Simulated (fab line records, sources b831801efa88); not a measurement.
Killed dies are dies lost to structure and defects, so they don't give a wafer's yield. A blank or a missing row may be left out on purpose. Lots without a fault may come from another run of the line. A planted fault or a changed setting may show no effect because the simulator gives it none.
Split-lot experiment | flow sfq_line | 5 lots, 23 wafers read, on a route of 325 steps

THE SPLIT
At SFQ_TRILAYER_I1_VIA_BARC_OPEN_VIA_ETCH_071 (etches BARC in O2, target depth 125 nm, time 41.7 s), the setting source_w was moved away from the recipe's 500 W on 8 of the 23 wafers read, by -9.8% to +7.9%. The other wafers ran this setting at the recipe's value.

The file shows no step between the split and the reading.

THE READING
KrF_of_TRILAYER_I1_VIA_LITHO_COAT_049.thk_nm (the simulator's own value, which no gauge read), in nm, at SFQ_TRILAYER_I1_VIA_ETCH_VIA_ETCH_052 (etches SiO2 in CHF3, stops on Nb, target depth 260 nm). The file gives no usual value for it. The 15 wafers here that ran the recipe average 526.6 nm, standard deviation 2.3 nm.

wafer  | tool, chamber at the split | source_w as run, W | against the recipe | KrF_of_TRILAYER_I1_VIA_LITHO_COAT_049.thk_nm, nm | against lot-mates on the recipe
L075.2 | rie_diel-02, 0             | 500                | recipe             | 528                                              | -
L075.3 | rie_diel-02, 3             | 539.3              | +7.9%              | 522.4                                            | -6.1
L075.4 | rie_diel-02, 2             | 500                | recipe             | 528.3                                            | -
L075.5 | rie_diel-02, 2             | 500                | recipe             | 529.2                                            | -
L075.6 | rie_diel-02, 1             | 539.3              | +7.9%              | 525                                              | -3.5
L077.1 | rie_diel-02, 0             | 500                | recipe             | 525.6                                            | -
L077.2 | rie_diel-02, 3             | 450.8              | -9.8%              | 531.2                                            | +6.7
L077.4 | rie_diel-02, 1             | 500                | recipe             | 523.9                                            | -
L077.5 | rie_diel-02, 2             | 450.8              | -9.8%              | 529.7                                            | +5.2
L077.6 | rie_diel-02, 1             | 500                | recipe             | 523.9                                            | -
L079.1 | rie_diel-03, 1             | 500                | recipe             | 527.1                                            | -
L079.4 | rie_diel-03, 3,2           | 500                | recipe             | 529                                              | -
L079.6 | rie_diel-03, 3,2           | 500                | recipe             | 529.7                                            | -
L080.1 | rie_diel-03, 2             | 500                | recipe             | 524.2                                            | -
L080.2 | rie_diel-03, 1             | 500                | recipe             | 522.3                                            | -
L080.3 | rie_diel-03, 3             | 477.7              | -4.5%              | 525.6                                            | +1.9
L080.5 | rie_diel-03, 3             | 477.7              | -4.5%              | 528.2                                            | +4.5
L080.6 | rie_diel-03, 2             | 500                | recipe             | 524.7                                            | -
L084.1 | rie_diel-03, 2             | 452.6              | -9.5%              | 532.7                                            | +5.1
L084.2 | rie_diel-03, 3             | 452.6              | -9.5%              | 532.6                                            | +5.0
L084.3 | rie_diel-03, 0             | 500                | recipe             | 527.6                                            | -
L084.5 | rie_diel-03, 1             | 500                | recipe             | 525.6                                            | -
L084.6 | rie_diel-03, 2             | 500                | recipe             | 529.5                                            | -
Where a row lists several chambers, the file gives one row for several wafers and doesn't say which wafer went through which chamber.

THE FIT
A straight line over all 23 wafers: KrF_of_TRILAYER_I1_VIA_LITHO_COAT_049.thk_nm changes by -0.445 nm for each +1% of source_w; r = -0.70; the points scatter about the line by 2.2 nm.
The same after taking each lot's own level away (the mean of its wafers on the recipe; 23 wafers): -0.592 nm for each +1%; r = -0.93; scatter 1.1 nm.
On that fit, the largest move of source_w shifts the reading by 5.8 nm.
The lots' own levels span 523.73 to 528.60 nm, that is 2.1 times the standard deviation above.
So the lot-to-lot level blurs the effect unless lot-mates are compared.
Check: with one of the wafers moved furthest among these (-9.8%) left out of the fit, the line predicts +5.62 nm for it against its lot-mates. It came out at +6.73 nm against them.

THE WHOLE CHAIN: every reading that the file lists as answering this split, in the file's order
step                                       | what it does                                          | reading                                                                                       | change (the file's fit)               | r (the file's)
SFQ_TRILAYER_I1_VIA_BARC_OPEN_VIA_ETCH_071 | etches BARC in O2, target depth 125 nm, time 41.7 s   | KrF_of_TRILAYER_I1_VIA_LITHO_COAT_049.thk_nm (the simulator's own value, which no gauge read) | -0.544 nm for each +1% of the setting | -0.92
SFQ_TRILAYER_I1_VIA_ETCH_VIA_ETCH_052      | etches SiO2 in CHF3, stops on Nb, target depth 260 nm | KrF_of_TRILAYER_I1_VIA_LITHO_COAT_049.thk_nm (the simulator's own value, which no gauge read) | -0.593 nm for each +1% of the setting | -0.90

THE FILE'S OWN FIT
KrF_of_TRILAYER_I1_VIA_LITHO_COAT_049.thk_nm changes by -0.593 nm for each +1% of source_w, r = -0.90.
